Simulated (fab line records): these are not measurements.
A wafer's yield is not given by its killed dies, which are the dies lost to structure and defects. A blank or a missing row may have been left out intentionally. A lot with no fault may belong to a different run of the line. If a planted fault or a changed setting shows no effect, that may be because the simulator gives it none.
Chamber matching :: flow gf180mcu :: GF_CONTACT_CMP_27 on cmp-01: 4 sister chambers
The step polishes, stops on SiO2, t overpolish 15 s, target thk 0 nm. 7 wafers are shown with their chamber, then 7 later ones without.

## WAFERS, EACH WITH ITS CHAMBER
wafer: L982.1
chamber: 1
motor-current-A (A): 10.8
time-to-endpoint-s (s): 72.2

wafer: L987.6
chamber: 3
motor-current-A (A): 11.1
time-to-endpoint-s (s): 69.9

wafer: L991.1
chamber: 0
motor-current-A (A): 10.0
time-to-endpoint-s (s): 70.9

wafer: L991.3
chamber: 1
motor-current-A (A): 10.6
time-to-endpoint-s (s): 69.7

wafer: L991.4
chamber: 2
motor-current-A (A): 10.6
time-to-endpoint-s (s): 69.5

wafer: L995.2
chamber: 3
motor-current-A (A): 11.6
time-to-endpoint-s (s): 70.6

wafer: L995.4
chamber: 0
motor-current-A (A): 10.8
time-to-endpoint-s (s): 70.3

## WAFERS MISSING THEIR CHAMBER
wafer: L995.5
motor-current-A (A): 10.7
time-to-endpoint-s (s): 72.6

wafer: L997.1
motor-current-A (A): 9.9
time-to-endpoint-s (s): 69.6

wafer: L997.3
motor-current-A (A): 11.0
time-to-endpoint-s (s): 68.4

wafer: L997.4
motor-current-A (A): 12.4
time-to-endpoint-s (s): 69.7

wafer: L101.2
motor-current-A (A): 10.4
time-to-endpoint-s (s): 70.4

wafer: L101.4
motor-current-A (A): 10.4
time-to-endpoint-s (s): 70.2

wafer: L101.5
motor-current-A (A): 11.2
time-to-endpoint-s (s): 71.0

## WHICH CHAMBER EACH ONE RAN IN
wafer: L995.5
from the rows above: can't be placed: 1 or 0 or 3 or 2
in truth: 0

wafer: L997.1
from the rows above: can't be placed: 0 or 2 or 1
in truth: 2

wafer: L997.3
from the rows above: can't be placed: 2 or 3 or 1 or 0
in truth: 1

wafer: L997.4
from the rows above: can't be placed: 3 or 1 or 2
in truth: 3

wafer: L101.2
from the rows above: can't be placed: 0 or 1 or 2
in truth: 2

wafer: L101.4
from the rows above: can't be placed: 0 or 2 or 1
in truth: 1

wafer: L101.5
from the rows above: can't be placed: 3 or 1 or 2 or 0
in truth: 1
0 of 7 placed correctly. Can't be placed from these rows: 7 (the true chamber is among the candidates in 7). Number placed wrongly: 0.
How it was worked out, from the rows above alone: a wafer's distance from a chamber is the root of the sum, over the readings, of the square of ((its reading less the chamber's mean) divided by the reading's scatter). The wafer belongs to the nearest chamber; if the next one is less than 2 further off, it can't be placed. Each chamber's mean is taken over the wafers shown for it. The scatter: take each reading less its chamber's mean, square it, sum over the shown wafers, divide by the number of wafers less the number of chambers, and take the root.
